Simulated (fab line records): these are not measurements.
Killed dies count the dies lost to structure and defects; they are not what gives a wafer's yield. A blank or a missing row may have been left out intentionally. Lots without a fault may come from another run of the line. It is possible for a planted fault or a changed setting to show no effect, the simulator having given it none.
Check of tool commonality :: flow sky130 :: Sample size 12 lots and 36 wafers

REASON FOR OPENING
At SKY_NWELL_RS_MEAS_29 the reading NWELL_RS is flagged on 2 of 12 lots. Fault-free wafers read 625.7 ohm/sq, with a standard deviation of 1.6.
Rule: a lot is flagged when every wafer of it that has a number lies more than 4 standard deviations from that mean, or none has a number. As for the other lots, they are considered sound.

lot: L724
measured: day 5 06:11
on: film_metro-02
NWELL_RS (ohm/sq), wafer by wafer: 625.5 624.9 626.3
flag: 

lot: L725
measured: day 5 12:59
on: film_metro-04
NWELL_RS (ohm/sq), wafer by wafer: 628.1 627.8 627.3
flag: 

lot: L732
measured: day 7 07:52
on: film_metro-04
NWELL_RS (ohm/sq), wafer by wafer: 662.7 662.6 663.0
flag: FLAGGED

lot: L735
measured: day 8 05:48
on: film_metro-02
NWELL_RS (ohm/sq), wafer by wafer: 659.0 657.6 657.3
flag: FLAGGED

lot: L737
measured: day 8 21:11
on: film_metro-02
NWELL_RS (ohm/sq), wafer by wafer: 626.9 626.2 626.5
flag: 

lot: L739
measured: day 9 01:49
on: film_metro-04
NWELL_RS (ohm/sq), wafer by wafer: 626.4 626.0 625.9
flag: 

lot: L740
measured: day 9 09:02
on: film_metro-02
NWELL_RS (ohm/sq), wafer by wafer: 623.3 623.4 624.5
flag: 

lot: L743
measured: day 10 03:13
on: film_metro-04
NWELL_RS (ohm/sq), wafer by wafer: 625.5 623.3 622.6
flag: 

lot: L744
measured: day 10 13:43
on: film_metro-02
NWELL_RS (ohm/sq), wafer by wafer: 626.1 624.8 624.1
flag: 

lot: L745
measured: day 10 16:35
on: film_metro-03
NWELL_RS (ohm/sq), wafer by wafer: 625.2 623.6 625.2
flag: 

lot: L746
measured: day 10 22:47
on: film_metro-02
NWELL_RS (ohm/sq), wafer by wafer: 626.6 625.1 626.5
flag: 

lot: L747
measured: day 11 02:47
on: film_metro-04
NWELL_RS (ohm/sq), wafer by wafer: 626.2 626.2 624.4
flag: 
Average over the flagged lots: 660.4 ohm/sq; offset from the usual +34.7 ohm/sq, equal to +22 standard deviations.

WHICH TOOL RAN EACH LOT
The record holds 1 process step before the reading, out of a route of 708 steps. In each cell: the tool, then ch and the chambers that the sampled wafers went through, then the start.
lot: L724
flag: 
SKY_NWELL_IMPLANT_11: implanter-01 ch 0, day 4 12:23

lot: L725
flag: 
SKY_NWELL_IMPLANT_11: implanter-02 ch 0, day 4 19:01

lot: L732
flag: FLAGGED
SKY_NWELL_IMPLANT_11: implanter-02 ch 0, day 6 11:34

lot: L735
flag: FLAGGED
SKY_NWELL_IMPLANT_11: implanter-02 ch 0, day 7 08:50

lot: L737
flag: 
SKY_NWELL_IMPLANT_11: implanter-04 ch 0, day 7 23:23

lot: L739
flag: 
SKY_NWELL_IMPLANT_11: implanter-04 ch 0, day 8 03:56

lot: L740
flag: 
SKY_NWELL_IMPLANT_11: implanter-04 ch 0, day 8 10:26

lot: L743
flag: 
SKY_NWELL_IMPLANT_11: implanter-01 ch 0, day 9 03:55

lot: L744
flag: 
SKY_NWELL_IMPLANT_11: implanter-02 ch 0, day 9 14:31

lot: L745
flag: 
SKY_NWELL_IMPLANT_11: implanter-02 ch 0, day 9 17:18

lot: L746
flag: 
SKY_NWELL_IMPLANT_11: implanter-04 ch 0, day 9 23:50

lot: L747
flag: 
SKY_NWELL_IMPLANT_11: implanter-01 ch 0, day 10 04:00
These steps, and what they do:
- SKY_NWELL_IMPLANT_11
- SKY_NWELL_RS_MEAS_29: measures by four-point-probe.

FLAGGED AGAINST TOTAL, ONE TOOL AT A TIME (gauges that did the reading follow at the end)
step: SKY_NWELL_IMPLANT_11
tool: implanter-01
lots run: 3
flagged: 0
share of the flagged lots: none
sound lots run after its first flagged lot: -

step: SKY_NWELL_IMPLANT_11
tool: implanter-02
lots run: 5
flagged: 2
share of the flagged lots: all
sound lots run after its first flagged lot: 2 (L744,L745)

step: SKY_NWELL_IMPLANT_11
tool: implanter-04
lots run: 4
flagged: 0
share of the flagged lots: none
sound lots run after its first flagged lot: -

step: SKY_NWELL_RS_MEAS_29
tool: film_metro-02
lots run: 6
flagged: 1
share of the flagged lots: some
sound lots run after its first flagged lot: 4 (L737,L740,L744,L746)

step: SKY_NWELL_RS_MEAS_29
tool: film_metro-03
lots run: 1
flagged: 0
share of the flagged lots: none
sound lots run after its first flagged lot: -

step: SKY_NWELL_RS_MEAS_29
tool: film_metro-04
lots run: 5
flagged: 1
share of the flagged lots: some
sound lots run after its first flagged lot: 3 (L739,L743,L747)

THE TABLE: WHAT IT ALLOWS
1 row of the table ran every flagged lot: implanter-02 at SKY_NWELL_IMPLANT_11.
- implanter-02 at SKY_NWELL_IMPLANT_11 ran 5 lots, 2 of them flagged. Lots that were sound ran on it after the first flagged one (L744, L745); a persistent fault on the entire tool would not allow that. Its own readings (dose_ions_cm2) fall more than 4 standard deviations out on all wafers of the flagged lots.
Every row of the table either missed a flagged lot or ran a sound lot after the first.

WHAT THE SIMULATOR HAD PUT IN
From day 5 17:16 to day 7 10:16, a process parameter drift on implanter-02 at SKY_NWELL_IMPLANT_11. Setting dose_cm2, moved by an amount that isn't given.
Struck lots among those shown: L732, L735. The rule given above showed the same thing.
